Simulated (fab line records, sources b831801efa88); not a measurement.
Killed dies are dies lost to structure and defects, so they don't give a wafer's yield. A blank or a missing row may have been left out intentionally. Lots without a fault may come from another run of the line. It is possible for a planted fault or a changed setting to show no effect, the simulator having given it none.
Chamber matching	flow sky130	SKY_PASSIVATION_CVD_00 on pecvd-02 has 3 sister chambers
The step deposits SiO2, target thk 90 nm. 3 wafers are shown with their chamber, then 9 later ones without.

## WAFERS WITH THEIR CHAMBER
wafer	chamber	heater power w (W)
L086.1	1	764
L086.2	0	618
L086.3	2	598

## WAFERS WITHOUT THEIR CHAMBER
wafer	heater power w (W)
L086.4	614
L086.5	618
L086.6	750
L092.1	715
L092.2	589
L092.4	626
L094.4	640
L094.5	748
L094.6	605

## EACH ONE'S CHAMBER
wafer	from the rows above	in truth
L086.4	can't be placed: 0 or 2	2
L086.5	can't be placed: 0 or 2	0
L086.6	1	1
L092.1	1	1
L092.2	can't be placed: 2 or 0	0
L092.4	can't be placed: 0 or 2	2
L094.4	can't be placed: 0 or 2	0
L094.5	1	1
L094.6	can't be placed: 2 or 0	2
Correct placement for 3 of the 9. Not placeable from these rows: 6 (in 6, the candidates include the true chamber). 0 placed wrongly.
How it was worked out, from the rows above alone: a wafer's distance from a chamber is the root of the sum, over the readings, of the square of ((its reading less the chamber's mean) divided by the reading's scatter). If the next closest chamber is less than 2 further off than the closest, the wafer can't be placed; otherwise it belongs to the closest. The mean given for a chamber averages the wafers shown for that chamber. The scatter: with one shown wafer a chamber, the root of the mean of the squares of how far each hidden wafer lies from its nearest shown one.
